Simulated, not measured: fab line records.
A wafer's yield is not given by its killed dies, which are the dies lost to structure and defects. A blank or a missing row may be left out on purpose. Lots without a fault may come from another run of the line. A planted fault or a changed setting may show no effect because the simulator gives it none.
fab line records ; flow sky130 ; part 1 of 2: steps 1 to 25 of 34
[record] lots = 5; wafers = 15; lastDay = 51
route steps=708 shown LOCAL_INTERCONNECT@398 CONTACT@406
lots that met no fault: from a run of the same line without faults
startH: hours from the record's first day to the start of the lot's first wafer shown ; waitH: hours elapsed since this lot's preceding step ; " unchanged from the row above ; L1.1+2: one row covering several wafers at once ; - no value, or no start given ; * or withheld: withheld ; < > ~ a bound
route shown NAME@n: names a module that has steps shown in the file, with the first one's number in the route ; usual: mean/standard deviation of fault-free wafers ; same: alike in all rows ; chamber/n: place in a boat ; sites: the reading at each site ; _std_site: their standard deviation ; _edge_site: outer sites' mean less inner sites' ; radiusMm: for every site, how far away it sits from the centre of the wafer ; mask NAME#n: copy n ; behind: tool/chamber where the wafer was last shaped ; hold: the reason the lot was held/the length of the hold in hours/how it ended ; device: whichever transistor did not switch (one of n, p or np) ; end of line: the route-end tests of the same wafers ; a step with no rows: only its recipe ; killed: dies that structure and defects cost at the first sort, which is not the same as the wafer's yield ; map: a wafer's dies, x killed, . not, _ none there
set.NAME: the setting that was run; set.NAME@STEP: the one run at that earlier step ; model.NAME: the simulator's own value behind a step, which no gauge read
lots at selected steps of the route; one table per step, one row per wafer
services: from which hour (startH, from the record's first day; less than 0 if before it) a tool's chamber was out of use, for how many hours, and why
[[steps]]
[step SKY_LOCAL_INTERCONNECT_CD_MEAS_11]
[recipe] targetCdNm = 170
[usual] cdNm = 170.0/1.2
lot.wafer;tool;chamber;startH;waitH;cdNm
L074.4;cdSem-01;-;700.17;-;172.2
L074.5;cdSem-01;-;700.17;-;169.8
L074.6;cdSem-01;-;700.17;-;170.4
L075.1;cdSem-02;-;733.37;-;170.0
L075.4;cdSem-02;-;733.37;-;170.7
L075.5;cdSem-02;-;733.37;-;171.3
L090.2;cdSem-01;-;830.99;-;168.9
L090.5;cdSem-01;-;830.99;-;168.4
L090.6;cdSem-01;-;830.99;-;169.4
L095.2;cdSem-02;-;885.89;-;172.2
L095.4;cdSem-02;-;885.89;-;170.7
L095.5;cdSem-02;-;885.89;-;172.0
L097.3;cdSem-01;-;901.70;-;169.1
L097.5;cdSem-01;-;901.70;-;170.0
L097.6;cdSem-01;-;901.70;-;170.5
[step SKY_LOCAL_INTERCONNECT_OVL_MEAS_12]
[usual] LOCAL_INTERCONNECT_OVL = -2/4.4
lot.wafer;tool;chamber;startH;waitH;LOCAL_INTERCONNECT_OVL[nm]
L074.4;overlay-02;-;700.24;0.1;-5
L074.5;overlay-02;-;700.24;0.1;-3
L074.6;overlay-02;-;700.24;0.1;1
L075.1;overlay-01;-;733.49;0.1;-1
L075.4;overlay-01;-;733.49;0.1;0
L075.5;overlay-01;-;733.49;0.1;-6
L090.2;overlay-01;-;831.10;0.1;2
L090.5;overlay-01;-;831.10;0.1;3
L090.6;overlay-01;-;831.10;0.1;0
L095.2;overlay-02;-;886.00;0.1;-1
L095.4;overlay-02;-;886.00;0.1;0
L095.5;overlay-02;-;886.00;0.1;0
L097.3;overlay-01;-;901.79;0.1;-7
L097.5;overlay-01;-;901.79;0.1;-2
L097.6;overlay-01;-;901.79;0.1;-5
[step SKY_LOCAL_INTERCONNECT_ETCH_13]
[recipe] chemistry = N2/H2; target = BARC; ionEnergyEv = 200; biasW = 100; pressureMtorr = 30; n2FlowSccm = 100; h2FlowSccm = 200; icpW = 500; stopOn = SiO2; timeS = 45.9; targetDepthA = 600
[usual] drypumpMotorCurrentA = 5.8/0.36; oesProductAu = 0.850/0.0052; throttleValvePct = 13.226/0.0097
[same] timeS = 45.9
lot.wafer;tool;chamber;startH;waitH;drypumpMotorCurrentA;oesProductAu;rfHoursCounterH;throttleValvePct
L074.4;rieMetal-01;0;700.28;0.0;5.5;0.851;-;13.221
L074.5;rieMetal-01;0;700.28;0.0;5.5;0.846;-;13.240
L074.6;rieMetal-01;1;700.28;0.0;6.2;0.837;-;13.224
L075.1;rieMetal-04;1;733.53;0.0;5.8;0.843;10;13.216
L075.4;rieMetal-04;0;733.53;0.0;6.0;0.857;-;13.224
L075.5;rieMetal-04;0;733.53;0.0;6.0;0.854;-;13.224
L090.2;rieMetal-02;0;831.15;0.0;6.3;0.846;-;13.220
L090.5;rieMetal-02;0;831.15;0.0;6.3;0.849;-;13.236
L090.6;rieMetal-02;0;831.15;0.0;6.3;0.850;-;13.215
L095.2;rieMetal-01;0;886.03;0.0;5.5;0.840;12;13.231
L095.4;rieMetal-01;1;886.03;0.0;6.2;0.843;-;13.233
L095.5;rieMetal-01;1;886.03;0.0;6.2;0.843;-;13.237
L097.3;rieMetal-02;0;901.83;0.0;6.3;0.848;-;13.223
L097.5;rieMetal-02;0;901.83;0.0;6.3;0.853;-;13.221
L097.6;rieMetal-02;1;901.83;0.0;5.3;0.846;-;13.241
[step SKY_LOCAL_INTERCONNECT_METAL_ETCH_14]
[recipe] targetDepthNm = 110; stopOn = PSG; chemistry = Cl2/BCl3; target = TiN; resistSidewallDeg = 88; pressureMtorr = 10; icpW = 900; biasW = 48.5; Cl2_flow_sccm = 60; bcl3FlowSccm = 30; timeS = 31.4
[usual] drypumpMotorCurrentA = 5.8/0.36; oesProductAu = 0.943/0.0074; throttleValvePct = 21.900/0.01
[same] timeS = 31.4
lot.wafer;tool;chamber;startH;waitH;drypumpMotorCurrentA;oesProductAu;rfHoursCounterH;throttleValvePct
L074.4;rieMetal-01;0;700.34;0.0;5.5;0.931;-;21.906
L074.5;rieMetal-01;0;700.34;0.0;5.5;0.945;-;21.897
L074.6;rieMetal-01;1;700.34;0.0;6.2;0.943;-;21.912
L075.1;rieMetal-04;1;733.59;0.0;5.8;0.943;10;21.888
L075.4;rieMetal-04;0;733.59;0.0;6.0;0.947;-;21.893
L075.5;rieMetal-04;0;733.59;0.0;6.0;0.943;-;21.904
L090.2;rieMetal-02;0;831.27;0.1;6.3;0.937;-;21.920
L090.5;rieMetal-02;0;831.27;0.1;6.3;0.942;-;21.893
L090.6;rieMetal-02;0;831.27;0.1;6.3;0.944;-;21.883
L095.2;rieMetal-01;0;886.09;0.0;5.5;0.946;12;21.908
L095.4;rieMetal-01;1;886.09;0.0;6.2;0.947;-;21.901
L095.5;rieMetal-01;1;886.09;0.0;6.2;0.946;-;21.904
L097.3;rieMetal-02;0;901.89;0.0;6.3;0.951;-;21.889
L097.5;rieMetal-02;0;901.89;0.0;6.3;0.948;-;21.895
L097.6;rieMetal-02;1;901.89;0.0;5.3;0.935;-;21.886
[step SKY_LOCAL_INTERCONNECT_STRIP_15]
[recipe] chemistry = O2/N2; powerW = 1400; pressureMtorr = 1500; platenTempC = withheld; o2FlowSccm = 3000; n2FlowSccm = 300; overashFraction = 0.5
[usual] drypumpMotorCurrentA = 6.0/0.38; o2FlowSccm = 2999/8.8; oesProductAu = 0.426/0.0046; stripTimeToEndpointS = 4.721/0.02
lot.wafer;tool;chamber;startH;waitH;drypumpMotorCurrentA;o2FlowSccm;oesProductAu;rfHoursCounterH;stripTimeToEndpointS
L074.4;plasmaAsher-03;1;700.41;0.1;5.5;2982;0.431;-;4.728
L074.5;plasmaAsher-03;1;700.41;0.1;5.5;3001;0.427;-;4.719
L074.6;plasmaAsher-03;0;700.41;0.1;6.5;3000;0.422;-;4.703
L075.1;plasmaAsher-01;1;733.64;0.0;5.9;3003;0.423;103;4.738
L075.4;plasmaAsher-01;1;733.64;0.0;5.9;2996;0.429;-;4.755
L075.5;plasmaAsher-01;0;733.64;0.0;5.5;3003;0.431;-;4.748
L090.2;plasmaAsher-04;1;831.36;0.1;6.0;3010;0.421;41;4.715
L090.5;plasmaAsher-04;1;831.36;0.1;6.0;2995;0.423;-;4.709
L090.6;plasmaAsher-04;0;831.36;0.1;6.4;3007;0.419;-;4.691
L095.2;plasmaAsher-01;1;886.14;0.0;5.9;3001;0.423;14;4.700
L095.4;plasmaAsher-01;0;886.14;0.0;5.5;3012;0.428;-;4.713
L095.5;plasmaAsher-01;0;886.14;0.0;5.5;3009;0.426;-;4.714
L097.3;plasmaAsher-04;1;901.96;0.1;6.0;3011;0.424;-;4.699
L097.5;plasmaAsher-04;0;901.96;0.1;6.4;2990;0.423;-;4.695
L097.6;plasmaAsher-04;1;901.96;0.1;6.0;3004;0.427;-;4.708
[step SKY_LOCAL_INTERCONNECT_STRIP_16]
[recipe] chemistry = postEtchResidueRemover; timeS = 1200; tempC = 72.5
[same] timeS = 1200
lot.wafer;tool;chamber;startH;waitH
L074.4+5+6;wetBench-04;1;700.48;0.0
L075.1+4+5;wetBench-04;2;733.74;0.1
L090.2+5+6;wetBench-02;0;831.46;0.1
L095.2+4+5;wetBench-04;2;886.24;0.1
L097.3+5+6;wetBench-02;0;902.03;0.0
[step SKY_LOCAL_INTERCONNECT_CLEAN_17]
[recipe] chemistry = IPA; timeS = 180; tempC = 25
[same] timeS = 180
lot.wafer;tool;chamber;startH;waitH
L074.4+5+6;wetBench-04;1;700.82;0.0
L075.1+4+5;wetBench-01;3;734.18;0.0
L090.2+5+6;wetBench-01;3;831.80;0.0
L095.2+4+5;wetBench-01;1;886.58;0.0
L097.3+5+6;wetBench-01;2;902.37;0.0
[step SKY_LOCAL_INTERCONNECT_CLEAN_18]
[recipe] chemistry = O3/DIW; dry = n2Spin
lot.wafer;tool;chamber;startH;waitH
L074.4+5+6;wetBench-04;3;700.88;0.0
L075.1+4+5;wetBench-02;3;734.25;0.0
L090.2+5+6;wetBench-04;2;831.86;0.0
L095.2+4+5;wetBench-02;3;886.65;0.0
L097.3+5+6;wetBench-02;1;902.43;0.0
[step SKY_CONTACT_CVD_00]
[recipe] material = Si3N4; targetThkNm = 75; tempC = 400; timeS = withheld; rfW = 450
[usual] heaterPowerW = 682/82
lot.wafer;tool;chamber;startH;waitH;heaterPowerW
L074.4;pecvd-04;1;700.98;0.0;649
L074.5;pecvd-04;0;700.98;0.0;729
L074.6;pecvd-04;2;700.98;0.0;946
L075.1;pecvd-04;1;734.34;0.0;607
L075.4;pecvd-04;1;734.34;0.0;606
L075.5;pecvd-04;0;734.34;0.0;584
L090.2;pecvd-03;2;831.95;0.0;671
L090.5;pecvd-03;1;831.95;0.0;700
L090.6;pecvd-03;0;831.95;0.0;568
L095.2;pecvd-01;2;886.75;0.0;588
L095.4;pecvd-01;0;886.75;0.0;607
L095.5;pecvd-01;1;886.75;0.0;730
L097.3;pecvd-03;1;902.52;0.0;621
L097.5;pecvd-03;2;902.52;0.0;715
L097.6;pecvd-03;1;902.52;0.0;629
[step SKY_CONTACT_THK_MEAS_01]
[recipe] reads = Si3N4_of_CONTACT_CVD_00
[usual] CONTACT_CVD_00_THK = 75.0/0.85
lot.wafer;tool;chamber;startH;waitH;CONTACT_CVD_00_THK[nm]
L074.4;filmMetro-01;-;701.03;-;75.7
L074.5;filmMetro-01;-;701.03;-;74.9
L074.6;filmMetro-01;-;701.03;-;76.3
L075.1;filmMetro-02;-;734.37;-;74.6
L075.4;filmMetro-02;-;734.37;-;75.5
L075.5;filmMetro-02;-;734.37;-;75.2
L090.2;filmMetro-03;-;831.99;-;74.5
L090.5;filmMetro-03;-;831.99;-;75.3
L090.6;filmMetro-03;-;831.99;-;76.4
L095.2;filmMetro-03;-;886.79;-;74.4
L095.4;filmMetro-03;-;886.79;-;75.3
L095.5;filmMetro-03;-;886.79;-;75.9
L097.3;filmMetro-01;-;902.57;-;73.8
L097.5;filmMetro-01;-;902.57;-;76.2
L097.6;filmMetro-01;-;902.57;-;74.8
[step SKY_CONTACT_HDPCVD_02]
[recipe] material = SiO2; targetThkNm = 565; sigmaOpenFrac = 0.3; timeS = 94.2; tempC = 600; sih4FlowSccm = 60; pressureMtorr = 6
[usual] pressureMtorr = 6.000/0.012
[same] timeS = 94.2
lot.wafer;tool;chamber;startH;waitH;pressureMtorr
L074.4;hdpcvd-01;2;701.10;0.1;6.007
L074.5;hdpcvd-01;1;701.10;0.1;5.994
L074.6;hdpcvd-01;0;701.10;0.1;6.023
L075.1;hdpcvd-01;1;734.43;0.1;5.997
L075.4;hdpcvd-01;1;734.43;0.1;6.017
L075.5;hdpcvd-01;0;734.43;0.1;5.989
L090.2;hdpcvd-02;2;832.04;0.0;6.000
L090.5;hdpcvd-02;2;832.04;0.0;6.006
L090.6;hdpcvd-02;0;832.04;0.0;5.997
L095.2;hdpcvd-01;2;886.84;0.0;5.983
L095.4;hdpcvd-01;1;886.84;0.0;5.991
L095.5;hdpcvd-01;0;886.84;0.0;5.994
L097.3;hdpcvd-02;0;902.61;0.0;6.004
L097.5;hdpcvd-02;0;902.61;0.0;5.988
L097.6;hdpcvd-02;2;902.61;0.0;5.975
[step SKY_CONTACT_THK_MEAS_03]
[recipe] reads = SiO2_of_CONTACT_HDPCVD_02
[usual] CONTACT_HDPCVD_THK = 565/5.4
lot.wafer;tool;chamber;startH;waitH;CONTACT_HDPCVD_THK[nm]
L074.4;filmMetro-02;-;701.16;0.0;571
L074.5;filmMetro-02;-;701.16;0.0;565
L074.6;filmMetro-02;-;701.16;0.0;564
L075.1;filmMetro-03;-;734.50;0.0;557
L075.4;filmMetro-03;-;734.50;0.0;555
L075.5;filmMetro-03;-;734.50;0.0;560
L090.2;filmMetro-01;-;832.12;0.0;569
L090.5;filmMetro-01;-;832.12;0.0;568
L090.6;filmMetro-01;-;832.12;0.0;576
L095.2;filmMetro-02;-;886.92;0.0;561
L095.4;filmMetro-02;-;886.92;0.0;566
L095.5;filmMetro-02;-;886.92;0.0;566
L097.3;filmMetro-03;-;902.70;0.1;570
L097.5;filmMetro-03;-;902.70;0.1;567
L097.6;filmMetro-03;-;902.70;0.1;571
[step SKY_CONTACT_CMP_04]
[recipe] material = SiO2; downForcePsi = 4; platenRpm = 60; padVelocityMS = 0.94248
[usual] motorCurrentA = 11.7/1.3; retainingRingPressureFrac = 1.000/0.0049; timeToEndpointS = 82/3.4
lot.wafer;tool;chamber;startH;waitH;motorCurrentA;retainingRingPressureFrac;timeToEndpointS
L074.4;cmp-01;2;701.24;0.1;10.4;0.997;83
L074.6;cmp-01;1;701.24;0.1;12.1;1.003;83
L074.5;cmp-01;2;701.24;0.1;10.7;0.996;81
L075.4;cmp-01;0;734.56;0.0;13.6;0.998;82
L075.1;cmp-01;2;734.56;0.0;10.9;0.999;81
L075.5;cmp-01;0;734.56;0.0;14.9;1.003;84
L090.2;cmp-01;0;832.27;0.1;14.4;1.012;84
L090.6;cmp-01;2;832.27;0.1;10.6;0.995;88
L090.5;cmp-01;3;832.27;0.1;10.3;0.998;83
L095.2;cmp-01;1;886.97;0.0;12.0;0.992;80
L095.4;cmp-01;0;886.97;0.0;14.7;1.000;81
L095.5;cmp-01;1;886.97;0.0;11.0;0.990;80
L097.3;cmp-02;0;902.84;0.1;11.0;0.998;89
L097.5;cmp-02;2;902.84;0.1;11.3;1.003;85
L097.6;cmp-02;3;902.84;0.1;12.3;0.997;90
[step SKY_CONTACT_BOW_MEAS_05]
[recipe] mode = bow
[usual] CONTACT_BOW = 82/6.6
lot.wafer;tool;chamber;startH;waitH;CONTACT_BOW[um]
L074.4;filmMetro-03;-;701.55;0.3;76
L074.5;filmMetro-03;-;701.55;0.3;78
L074.6;filmMetro-03;-;701.55;0.3;82
L075.1;filmMetro-02;-;734.86;0.1;74
L075.4;filmMetro-02;-;734.86;0.1;74
L075.5;filmMetro-02;-;734.86;0.1;80
L090.2;filmMetro-03;-;832.49;0.2;93
L090.5;filmMetro-03;-;832.49;0.2;79
L090.6;filmMetro-03;-;832.49;0.2;78
L095.2;filmMetro-03;-;887.29;0.3;94
L095.4;filmMetro-03;-;887.29;0.3;79
L095.5;filmMetro-03;-;887.29;0.3;76
L097.3;filmMetro-01;-;903.08;0.2;82
L097.5;filmMetro-01;-;903.08;0.2;82
L097.6;filmMetro-01;-;903.08;0.2;68
[step SKY_CONTACT_DEHYDRATE_06]
[recipe] tempC = 200; timeS = 60
[usual] resistLineTempC = 22.98/0.089
[same] timeS = 60
lot.wafer;tool;chamber;startH;waitH;resistLineTempC
L074.4;lithoTrack-03;0;714.99;13.4;22.91
L074.5;lithoTrack-03;0;714.99;13.4;23.06
L074.6;lithoTrack-03;0;714.99;13.4;23.09
L075.1;lithoTrack-02;0;747.62;12.7;23.07
L075.4;lithoTrack-02;0;747.62;12.7;23.16
L075.5;lithoTrack-02;0;747.62;12.7;22.97
L090.2;lithoTrack-02;0;845.35;12.8;23.06
L090.5;lithoTrack-02;0;845.35;12.8;22.94
L090.6;lithoTrack-02;0;845.35;12.8;22.97
L095.2;lithoTrack-01;0;899.53;12.2;23.03
L095.4;lithoTrack-01;0;899.53;12.2;23.07
L095.5;lithoTrack-01;0;899.53;12.2;23.02
L097.3;lithoTrack-02;0;914.62;11.5;22.95
L097.5;lithoTrack-02;0;914.62;11.5;23.07
L097.6;lithoTrack-02;0;914.62;11.5;22.88
[step SKY_CONTACT_HMDS_07]
[recipe] primeTimeS = 60; primeTempC = 120
[usual] primeTempC = 120.00/0.15; resistLineTempC = 22.99/0.11
lot.wafer;tool;chamber;startH;waitH;primeTempC;resistLineTempC
L074.4;lithoTrack-03;0;715.14;0.1;119.94;23.02
L074.5;lithoTrack-03;0;715.14;0.1;119.97;23.04
L074.6;lithoTrack-03;0;715.14;0.1;120.09;23.13
L075.1;lithoTrack-02;0;747.77;0.1;119.72;22.96
L075.4;lithoTrack-02;0;747.77;0.1;119.90;23.03
L075.5;lithoTrack-02;0;747.77;0.1;119.97;22.97
L090.2;lithoTrack-02;0;845.50;0.1;120.00;23.02
L090.5;lithoTrack-02;0;845.50;0.1;119.84;22.98
L090.6;lithoTrack-02;0;845.50;0.1;120.13;22.86
L095.2;lithoTrack-01;0;899.68;0.1;120.10;23.01
L095.4;lithoTrack-01;0;899.68;0.1;120.27;23.01
L095.5;lithoTrack-01;0;899.68;0.1;120.25;22.96
L097.3;lithoTrack-02;0;914.77;0.1;119.87;22.95
L097.5;lithoTrack-02;0;914.77;0.1;119.77;22.89
L097.6;lithoTrack-02;0;914.77;0.1;119.75;23.02
[step SKY_CONTACT_COAT_08]
[recipe] resist = BARC; tempC = withheld; timeS = withheld; spinRpm = 3000; resistThkNm = 60
[usual] resistLineTempC = *
lot.wafer;tool;chamber;startH;waitH;resistLineTempC
L074.4;lithoTrack-03;0;715.29;0.1;*
L074.5;lithoTrack-03;0;715.29;0.1;*
L074.6;lithoTrack-03;0;715.29;0.1;*
L075.1;lithoTrack-02;0;747.92;0.1;*
L075.4;lithoTrack-02;0;747.92;0.1;*
L075.5;lithoTrack-02;0;747.92;0.1;*
L090.2;lithoTrack-02;0;845.65;0.1;*
L090.5;lithoTrack-02;0;845.65;0.1;*
L090.6;lithoTrack-02;0;845.65;0.1;*
L095.2;lithoTrack-01;0;899.83;0.1;*
L095.4;lithoTrack-01;0;899.83;0.1;*
L095.5;lithoTrack-01;0;899.83;0.1;*
L097.3;lithoTrack-02;0;914.92;0.1;*
L097.5;lithoTrack-02;0;914.92;0.1;*
L097.6;lithoTrack-02;0;914.92;0.1;*
[step SKY_CONTACT_COAT_09]
[recipe] resist = KrF-thick; spinRpm = 2974; resistThkNm = 450
[usual] resistLineTempC = 22.99/0.091
lot.wafer;tool;chamber;startH;waitH;resistLineTempC
L074.4;lithoTrack-03;0;-;-;23.04
L074.5;lithoTrack-03;0;-;-;23.17
L074.6;lithoTrack-03;0;-;-;23.05
L075.1;lithoTrack-02;0;-;-;23.04
L075.4;lithoTrack-02;0;-;-;22.89
L075.5;lithoTrack-02;0;-;-;23.07
L090.2;lithoTrack-02;0;-;-;22.95
L090.5;lithoTrack-02;0;-;-;22.76
L090.6;lithoTrack-02;0;-;-;22.87
L095.2;lithoTrack-01;0;-;-;23.02
L095.4;lithoTrack-01;0;-;-;23.20
L095.5;lithoTrack-01;0;-;-;23.13
L097.3;lithoTrack-02;0;-;-;22.87
L097.5;lithoTrack-02;0;-;-;22.89
L097.6;lithoTrack-02;0;-;-;22.96
[step SKY_CONTACT_SOFTBAKE_10]
[recipe] tempC = 100; timeS = 90; resist = KrF-thick
[usual] resistLineTempC = 23.01/0.11
[same] timeS = 90
lot.wafer;tool;chamber;startH;waitH;resistLineTempC
L074.4;lithoTrack-03;0;-;-;23.23
L074.5;lithoTrack-03;0;-;-;23.32
L074.6;lithoTrack-03;0;-;-;23.06
L075.1;lithoTrack-02;0;-;-;22.94
L075.4;lithoTrack-02;0;-;-;22.93
L075.5;lithoTrack-02;0;-;-;23.00
L090.2;lithoTrack-02;0;-;-;22.84
L090.5;lithoTrack-02;0;-;-;23.02
L090.6;lithoTrack-02;0;-;-;23.11
L095.2;lithoTrack-01;0;-;-;23.18
L095.4;lithoTrack-01;0;-;-;23.07
L095.5;lithoTrack-01;0;-;-;23.07
L097.3;lithoTrack-02;0;-;-;23.09
L097.5;lithoTrack-02;0;-;-;22.93
L097.6;lithoTrack-02;0;-;-;22.85
[step SKY_CONTACT_EXPOSE_11]
[recipe] maskId = CTM1; na = 0.8; sourceShape = annular; sigmaInner = 0.55; sigmaOuter = 0.85; targetCdNm = 170; doseMj = 38
[usual] exposureDoseMJCm2 = 38.06/0.14
lot.wafer;tool;chamber;startH;waitH;mask;exposureDoseMJCm2
L074.4;krfScanner-01;0;-;-;CTM1#0;38.19
L074.5;krfScanner-01;0;-;-;CTM1#0;38.26
L074.6;krfScanner-01;0;-;-;CTM1#0;38.23
L075.1;krfScanner-02;0;-;-;CTM1#0;37.97
L075.4;krfScanner-02;0;-;-;CTM1#0;37.98
L075.5;krfScanner-02;0;-;-;CTM1#0;37.99
L090.2;krfScanner-01;0;-;-;CTM1#0;38.24
L090.5;krfScanner-01;0;-;-;CTM1#0;38.24
L090.6;krfScanner-01;0;-;-;CTM1#0;38.23
L095.2;krfScanner-02;0;-;-;CTM1#0;38.04
L095.4;krfScanner-02;0;-;-;CTM1#0;38.05
L095.5;krfScanner-02;0;-;-;CTM1#0;37.93
L097.3;krfScanner-02;0;-;-;CTM1#0;37.96
L097.5;krfScanner-02;0;-;-;CTM1#0;37.94
L097.6;krfScanner-02;0;-;-;CTM1#0;37.93
[step SKY_CONTACT_PEB_12]
[recipe] pebTempC = withheld; pebTimeS = withheld; resist = KrF-thick
[usual] resistLineTempC = *
lot.wafer;tool;chamber;startH;waitH;resistLineTempC
L074.4;lithoTrack-01;0;-;-;*
L074.5;lithoTrack-01;0;-;-;*
L074.6;lithoTrack-01;0;-;-;*
L075.1;lithoTrack-01;0;-;-;*
L075.4;lithoTrack-01;0;-;-;*
L075.5;lithoTrack-01;0;-;-;*
L090.2;lithoTrack-02;0;-;-;*
L090.5;lithoTrack-02;0;-;-;*
L090.6;lithoTrack-02;0;-;-;*
L095.2;lithoTrack-01;0;-;-;*
L095.4;lithoTrack-01;0;-;-;*
L095.5;lithoTrack-01;0;-;-;*
L097.3;lithoTrack-03;0;-;-;*
L097.5;lithoTrack-03;0;-;-;*
L097.6;lithoTrack-03;0;-;-;*
[step SKY_CONTACT_DEVELOP_13]
[recipe] developTimeS = 60; resist = KrF-thick; devTempC = 21
[usual] resistLineTempC = 23.01/0.1
lot.wafer;tool;chamber;startH;waitH;resistLineTempC
L074.4;lithoTrack-01;0;-;-;23.08
L074.5;lithoTrack-01;0;-;-;23.02
L074.6;lithoTrack-01;0;-;-;22.97
L075.1;lithoTrack-01;0;-;-;22.96
L075.4;lithoTrack-01;0;-;-;23.00
L075.5;lithoTrack-01;0;-;-;22.86
L090.2;lithoTrack-02;0;-;-;23.20
L090.5;lithoTrack-02;0;-;-;23.17
L090.6;lithoTrack-02;0;-;-;23.05
L095.2;lithoTrack-01;0;-;-;22.97
L095.4;lithoTrack-01;0;-;-;22.98
L095.5;lithoTrack-01;0;-;-;22.99
L097.3;lithoTrack-03;0;-;-;23.17
L097.5;lithoTrack-03;0;-;-;23.00
L097.6;lithoTrack-03;0;-;-;22.93
[step SKY_CONTACT_CD_MEAS_14]
[recipe] targetCdNm = 170
[usual] cdNm = 169.3/1.3
lot.wafer;tool;chamber;startH;waitH;cdNm
L074.4;cdSem-02;-;729.37;-;169.9
L074.5;cdSem-02;-;729.37;-;169.4
L074.6;cdSem-02;-;729.37;-;170.1
L075.1;cdSem-01;-;761.51;-;167.1
L075.4;cdSem-01;-;761.51;-;168.4
L075.5;cdSem-01;-;761.51;-;167.3
L090.2;cdSem-02;-;858.74;-;168.5
L090.5;cdSem-02;-;858.74;-;168.7
L090.6;cdSem-02;-;858.74;-;169.6
L095.2;cdSem-02;-;912.73;-;169.3
L095.4;cdSem-02;-;912.73;-;170.9
L095.5;cdSem-02;-;912.73;-;168.5
L097.3;cdSem-02;-;927.65;-;169.9
L097.5;cdSem-02;-;927.65;-;169.7
L097.6;cdSem-02;-;927.65;-;171.0
[step SKY_CONTACT_OVL_MEAS_15]
[usual] CONTACT_OVL = -3/5
lot.wafer;tool;chamber;startH;waitH;CONTACT_OVL[nm]
L074.4;overlay-01;-;729.44;0.1;-3
L074.5;overlay-01;-;729.44;0.1;-4
L074.6;overlay-01;-;729.44;0.1;-1
L075.1;overlay-02;-;761.63;0.1;2
L075.4;overlay-02;-;761.63;0.1;-1
L075.5;overlay-02;-;761.63;0.1;0
L090.2;overlay-02;-;858.85;0.1;-1
L090.5;overlay-02;-;858.85;0.1;1
L090.6;overlay-02;-;858.85;0.1;-7
L095.2;overlay-01;-;912.83;0.1;-5
L095.4;overlay-01;-;912.83;0.1;-3
L095.5;overlay-01;-;912.83;0.1;-8
L097.3;overlay-02;-;927.75;0.1;4
L097.5;overlay-02;-;927.75;0.1;-1
L097.6;overlay-02;-;927.75;0.1;-9
[step SKY_CONTACT_ETCH_16]
[recipe] chemistry = N2/H2; target = BARC; ionEnergyEv = 200; sourceW = 500; biasW = 100; pressureMtorr = 30; n2FlowSccm = 100; h2FlowSccm = 200; stopOn = SiO2; timeS = 45.9; targetDepthA = 600
[usual] drypumpMotorCurrentA = 5.6/0.45; oesProductAu = 0.855/0.005; throttleValvePct = 13.225/0.0088
[same] timeS = 45.9
lot.wafer;tool;chamber;startH;waitH;drypumpMotorCurrentA;oesProductAu;rfHoursCounterH;throttleValvePct
L074.4;rieDiel-02;0;729.46;0.0;5.9;0.854;47;13.224
L074.5;rieDiel-02;0;729.46;0.0;5.9;0.857;-;13.231
L074.6;rieDiel-02;3;729.46;0.0;5.7;0.849;-;13.220
L075.1;rieDiel-01;3;761.66;0.0;6.0;0.854;12;13.229
L075.4;rieDiel-01;1;761.66;0.0;5.2;0.849;43;13.225
L075.5;rieDiel-01;3;761.66;0.0;5.9;0.861;-;13.222
L090.2;rieDiel-01;2;858.88;0.0;4.8;0.850;27;13.237
L090.5;rieDiel-01;3;858.88;0.0;6.0;0.854;-;13.210
L090.6;rieDiel-01;0;858.88;0.0;6.3;0.862;-;13.232
L095.2;rieDiel-01;0;912.86;0.0;6.3;0.853;17;13.224
L095.4;rieDiel-01;0;912.86;0.0;6.3;0.861;-;13.210
L095.5;rieDiel-01;3;912.86;0.0;6.0;0.855;-;13.217
L097.3;rieDiel-01;1;927.77;0.0;5.2;0.852;4;13.208
L097.5;rieDiel-01;3;927.77;0.0;6.0;0.854;-;13.223
L097.6;rieDiel-01;0;927.77;0.0;6.3;0.852;-;13.235
